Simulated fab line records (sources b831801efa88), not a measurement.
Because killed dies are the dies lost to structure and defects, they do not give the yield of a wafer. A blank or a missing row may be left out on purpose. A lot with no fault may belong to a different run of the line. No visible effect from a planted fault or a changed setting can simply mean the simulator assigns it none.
fab line records	flow sky130
record: lots: 13	wafers: 39	last_day: 49
route steps=708 shown SD_N@356 CONTACT@430 METAL1@438
lots that met no fault: taken from a fault-free run of the same line
start_h: start of the lot's first displayed wafer, in hours after the record's first day	wait_h: hours from the lot's prior step to this one	" the same as in the row above	L1.1+2: a row that stands for several wafers	- either no value or no given start	* or withheld: withheld	< > ~ a bound
route shown NAME@n: NAME is a module with steps in the file, n the number in the route of the first one	usual: the fault-free wafers' mean and standard deviation	same: alike in all rows	chamber/n: place in a boat	sites: per-site readings	_std_site: standard deviation across them	_edge_site: outer sites' mean less inner sites'	radius_mm: how far each site lies from the wafer's centre	mask NAME#n: copy n	behind: tool/chamber where the wafer was last shaped	hold: why the lot went on hold/how many hours it stayed there/how the hold came to an end	device: which transistor (n, p or np) failed to switch	end of line: the tests these same wafers got at the end of their route	a step with no rows: only its recipe	killed: at the first sort, the dies lost to defects and structure; wafer yield is something else	map: a wafer's dies, marking killed ones x, the rest . and places with no die _
set.NAME: setting as actually run; set.NAME@STEP: the setting as run at that earlier step	model.NAME: the simulator's own value behind a step, which no gauge read
the route's steps for a sample of lots (tables are steps, rows are wafers)
services: when a tool's chamber went out of use (start_h, in hours from the record's first day, below 0 if earlier), for how many hours, and the reason
== steps ==
step: SKY_SD_N_RTA_14
recipe: temp_c: 1075	time_s: 2	idle_temp_c: 650	ramp_up_c_per_s: 150	ramp_down_c_per_s: 90	ambient: N2
usual: lamp_power_pct: 15.73/0.053	wafer_temp_C_max: 1078.2/1.5
lot.wafer	tool	chamber	start_h	wait_h	lamp_power_pct	wafer_temp_C_max
L767.1	rtp_anneal-01	0	640.19	0.0	15.72	1078.8
L767.5	"	0	"	"	15.65	1075.9
L767.6	"	0	"	"	15.74	1078.6
L768.1	rtp_anneal-02	0	640.98	0.0	15.62	1079.8
L768.5	"	0	"	"	15.78	1078.4
L768.6	"	0	"	"	15.79	1077.2
L770.3	rtp_anneal-02	0	657.05	0.0	15.72	1078.2
L770.4	"	0	"	"	15.75	1079.8
L770.6	"	0	"	"	15.75	1079.9
L771.1	rtp_anneal-01	0	662.18	0.0	15.80	1080.2
L771.2	"	0	"	"	15.74	1075.0
L771.3	"	0	"	"	15.68	1078.0
L772.1	rtp_anneal-02	0	674.12	0.0	15.75	1076.4
L772.2	"	0	"	"	15.64	1078.2
L772.5	"	0	"	"	15.87	1077.4
L773.3	rtp_anneal-01	0	682.85	0.0	15.71	1076.9
L773.4	"	0	"	"	15.79	1081.8
L773.5	"	0	"	"	15.67	1078.8
L774.1	rtp_anneal-02	0	707.14	0.0	15.79	1076.7
L774.3	"	0	"	"	15.75	1078.7
L774.6	"	0	"	"	15.61	1077.3
L776.2	rtp_anneal-02	0	715.29	0.0	15.77	1079.6
L776.4	"	0	"	"	15.75	1077.6
L776.6	"	0	"	"	15.78	1080.7
L779.1	rtp_anneal-02	0	760.68	0.0	15.78	1076.9
L779.3	"	0	"	"	15.79	1077.4
L779.5	"	0	"	"	15.83	1085.1
L781.2	rtp_anneal-01	0	762.83	0.0	15.73	1078.1
L781.3	"	0	"	"	15.82	1080.6
L781.6	"	0	"	"	15.71	1078.5
L782.2	rtp_anneal-02	0	774.81	0.0	15.67	1079.1
L782.5	"	0	"	"	15.62	1078.3
L782.6	"	0	"	"	15.75	1077.1
L788.1	rtp_anneal-02	0	804.49	0.0	15.76	1081.1
L788.2	"	0	"	"	15.59	1077.7
L788.3	"	0	"	"	15.77	1078.8
L790.1	rtp_anneal-02	0	819.08	0.0	15.66	1078.6
L790.5	"	0	"	"	15.76	1078.0
L790.6	"	0	"	"	15.82	1078.7
step: SKY_SD_N_RS_MEAS_16
recipe: thk_meas_gauge: four-point-probe
usual: SD_N_RS: 68.51/0.15
lot.wafer	tool	chamber	start_h	wait_h	hold	SD_N_RS[ohm/sq]
L767.1	film_metro-02	-	640.36	0.1	-	68.66
L767.5	"	-	"	"	-	68.72
L767.6	"	-	"	"	-	68.75
L768.1	film_metro-04	-	641.16	0.1	-	68.38
L768.5	"	-	"	"	-	68.35
L768.6	"	-	"	"	-	68.29
L770.3	film_metro-01	-	657.24	0.1	-	68.20
L770.4	"	-	"	"	-	68.34
L770.6	"	-	"	"	-	68.67
L771.1	film_metro-04	-	662.35	0.1	-	68.31
L771.2	"	-	"	"	-	68.22
L771.3	"	-	"	"	-	68.43
L772.1	film_metro-04	-	674.30	0.1	-	68.47
L772.2	"	-	"	"	-	68.56
L772.5	"	-	"	"	-	68.38
L773.3	film_metro-04	-	683.05	0.1	-	68.31
L773.4	"	-	"	"	-	68.34
L773.5	"	-	"	"	-	68.40
L774.1	film_metro-02	-	707.31	0.1	-	68.65
L774.3	"	-	"	"	-	68.79
L774.6	"	-	"	"	-	68.58
L776.2	film_metro-02	-	715.47	0.1	-	68.81
L776.4	"	-	"	"	-	68.74
L776.6	"	-	"	"	-	68.43
L779.1	film_metro-01	-	760.86	0.1	-	68.52
L779.3	"	-	"	"	-	68.67
L779.5	"	-	"	"	-	68.55
L781.2	film_metro-01	-	763.02	0.1	-	68.60
L781.3	"	-	"	"	-	68.64
L781.6	"	-	"	"	-	68.76
L782.2	film_metro-02	-	774.99	0.1	-	68.68
L782.5	"	-	"	"	-	68.45
L782.6	"	-	"	"	-	68.56
L788.1	film_metro-01	-	804.66	0.1	await_dispo/0.2h/release	57.42
L788.2	"	-	"	"	await_dispo/0.2h/release	57.40
L788.3	"	-	"	"	await_dispo/0.2h/release	57.49
L788.1	film_metro-01	-	805.02	0.3	-	57.40
L788.2	"	-	"	"	-	57.47
L788.3	"	-	"	"	-	57.49
L790.1	film_metro-04	-	819.25	0.1	await_dispo/0.2h/release	57.07
L790.5	"	-	"	"	await_dispo/0.2h/release	57.13
L790.6	"	-	"	"	await_dispo/0.2h/release	57.27
L790.1	film_metro-04	-	819.61	0.3	-	57.04
L790.5	"	-	"	"	-	57.17
L790.6	"	-	"	"	-	57.31
step: SKY_CONTACT_CVD_24
recipe: material: W	target_thk_nm: 340	time_s: 102.12	temp_c: 400	pressure_torr: 40
usual: heater_power_outer_w: 548/32	heater_power_w: 890/48
lot.wafer	tool	chamber	start_h	wait_h	heater_power_outer_w	heater_power_w
L767.1	cvd_w-02	1	733.35	0.0	533	930
L767.5	"	1	"	"	523	916
L767.6	"	0	"	"	523	908
L768.1	cvd_w-01	0	733.37	0.0	509	843
L768.5	"	1	"	"	583	921
L768.6	"	0	"	"	519	831
L770.3	cvd_w-01	0	747.31	0.1	521	805
L770.4	"	1	"	"	592	913
L770.6	"	1	"	"	579	906
L771.1	cvd_w-01	0	751.95	0.0	519	832
L771.2	"	1	"	"	586	910
L771.3	"	0	"	"	512	820
L772.1	cvd_w-01	1	764.96	0.0	586	922
L772.2	"	0	"	"	529	814
L772.5	"	0	"	"	510	838
L773.3	cvd_w-02	1	773.01	0.1	537	913
L773.4	"	0	"	"	538	910
L773.5	"	1	"	"	541	952
L774.1	cvd_w-01	0	796.68	0.0	521	823
L774.3	"	0	"	"	514	851
L774.6	"	1	"	"	582	939
L776.2	cvd_w-01	0	804.32	0.0	517	813
L776.4	"	1	"	"	584	919
L776.6	"	1	"	"	591	936
L779.1	cvd_w-01	0	845.55	0.0	512	836
L779.3	"	0	"	"	517	841
L779.5	"	0	"	"	514	844
L781.2	cvd_w-01	0	848.53	0.0	507	838
L781.3	"	0	"	"	523	834
L781.6	"	0	"	"	515	844
L782.2	cvd_w-01	0	858.74	0.0	520	806
L782.5	"	1	"	"	587	927
L782.6	"	0	"	"	506	837
step: SKY_METAL1_SPUTTER_04
recipe: material: TiN	target_thk_nm: 70	power_w: 6500	time_s: 58.3	chamber_pressure_pa: 0.4
usual: throttle_valve_pct: 30.1/1.4
lot.wafer	tool	chamber	start_h	wait_h	throttle_valve_pct
L767.1	pvd_sputter-04	-	734.03	0.0	29.5
L767.5	"	-	"	"	30.7
L767.6	"	-	"	"	31.9
L768.1	pvd_sputter-02	-	734.05	0.0	28.6
L768.5	"	-	"	"	30.7
L768.6	"	-	"	"	30.2
L770.3	pvd_sputter-04	-	748.28	0.0	29.1
L770.4	"	-	"	"	32.0
L770.6	"	-	"	"	30.8
L771.1	pvd_sputter-02	-	752.63	0.0	30.0
L771.2	"	-	"	"	30.1
L771.3	"	-	"	"	28.7
L772.1	pvd_sputter-03	-	765.64	0.0	30.3
L772.2	"	-	"	"	29.7
L772.5	"	-	"	"	27.2
L773.3	pvd_sputter-04	-	773.76	0.0	29.6
L773.4	"	-	"	"	31.3
L773.5	"	-	"	"	31.4
L774.1	pvd_sputter-03	-	797.36	0.0	29.8
L774.3	"	-	"	"	27.5
L774.6	"	-	"	"	31.9
L776.2	pvd_sputter-03	-	805.00	0.0	32.1
L776.4	"	-	"	"	30.0
L776.6	"	-	"	"	29.8
L779.1	pvd_sputter-03	-	846.23	0.0	30.3
L779.3	"	-	"	"	29.9
L779.5	"	-	"	"	27.6
L781.2	pvd_sputter-03	-	849.22	0.0	29.9
L781.3	"	-	"	"	27.4
L781.6	"	-	"	"	29.8
L782.2	pvd_sputter-03	-	859.42	0.0	32.0
L782.5	"	-	"	"	27.5
L782.6	"	-	"	"	29.8
step: SKY_METAL1_RS_MEAS_05
recipe: thk_meas_gauge: four-point-probe	reads: TiN_of_METAL1_SPUTTER_04+Ti_of_METAL1_SPUTTER_03+AlCu_of_METAL1_SPUTTER_02+TiN_of_METAL1_SPUTTER_01+Ti_of_METAL1_SPUTTER_00
usual: METAL1_ALCU_RS: 0.1267/0.0013
lot.wafer	tool	chamber	start_h	wait_h	METAL1_ALCU_RS[ohm/sq]
L767.1	film_metro-03	-	734.08	0.0	0.1281
L767.5	"	-	"	"	0.1280
L767.6	"	-	"	"	0.1246
L768.1	film_metro-02	-	734.10	0.0	0.1267
L768.5	"	-	"	"	0.1252
L768.6	"	-	"	"	0.1273
L770.3	film_metro-03	-	748.37	0.1	0.1264
L770.4	"	-	"	"	0.1245
L770.6	"	-	"	"	0.1257
L771.1	film_metro-03	-	752.68	0.0	0.1272
L771.2	"	-	"	"	0.1271
L771.3	"	-	"	"	0.1280
L772.1	film_metro-03	-	765.69	0.0	0.1272
L772.2	"	-	"	"	0.1263
L772.5	"	-	"	"	0.1263
L773.3	film_metro-02	-	773.85	0.1	0.1282
L773.4	"	-	"	"	0.1288
L773.5	"	-	"	"	0.1293
L774.1	film_metro-03	-	797.41	0.0	0.1261
L774.3	"	-	"	"	0.1245
L774.6	"	-	"	"	0.1235
L776.2	film_metro-02	-	805.07	0.0	0.1264
L776.4	"	-	"	"	0.1294
L776.6	"	-	"	"	0.1286
L779.1	film_metro-04	-	846.28	0.0	0.1279
L779.3	"	-	"	"	0.1274
L779.5	"	-	"	"	0.1248
L781.2	film_metro-03	-	849.28	0.0	0.1268
L781.3	"	-	"	"	0.1262
L781.6	"	-	"	"	0.1280
L782.2	film_metro-03	-	859.49	0.0	0.1240
L782.5	"	-	"	"	0.1240
L782.6	"	-	"	"	0.1263
== services ==
tool	chamber	start_h	hours	kind
cvd_w-01	-	633.95	14.6	pm
pvd_sputter-03	-	654.35	0.7	repair
pvd_sputter-04	-	672.86	7.5	repair
cvd_w-02	-	730.66	2.4	repair
rtp_anneal-02	-	738.92	0.4	repair
pvd_sputter-03	-	747.42	3.4	repair
pvd_sputter-02	-	753.55	4.1	repair
pvd_sputter-03	-	766.28	2.5	repair
cvd_w-01	-	785.82	1.2	repair
pvd_sputter-04	-	802.01	10.5	repair
pvd_sputter-02	1	802.20	-	consumable_replace:kit
pvd_sputter-02	1	802.20	18.0	scheduled_down
pvd_sputter-02	1	802.20	18.0	vent_cycle
pvd_sputter-04	3	832.59	-	consumable_replace:kit
pvd_sputter-04	3	832.59	18.0	scheduled_down
pvd_sputter-04	3	832.59	18.0	vent_cycle
pvd_sputter-03	0	839.61	-	consumable_replace:kit
pvd_sputter-03	0	839.61	18.0	scheduled_down
pvd_sputter-03	0	839.61	18.0	vent_cycle
pvd_sputter-04	-	854.81	2.0	repair
== key ==
first_sign: step: SKY_SD_N_RS_MEAS_16	reading: visit	direction: added
effect: step: SKY_SD_N_RS_MEAS_16	reading: SD_N_RS	direction: down	sigmas: 73	usual: 68.51	struck: 57.30
met_at SKY_SD_N_RTA_14
struck_lots L788,L790
scrapped_behind SKY_SD_N_RS_MEAS_16 L788.1,L788.2,L788.3,L790.1,L790.5,L790.6
not_acting_at SKY_CONTACT_CVD_24,SKY_METAL1_SPUTTER_04,SKY_METAL1_RS_MEAS_05
onset_between 774.81 804.49
also_fits time
fault: kind: process_parameter_drift	tool: rtp_anneal-02	chamber: -	onset_h: 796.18	steps: SKY_SD_N_RTA_14	channel: time_s	offset: *	shape: step	end_h: 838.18	acts_in: *	stated: *
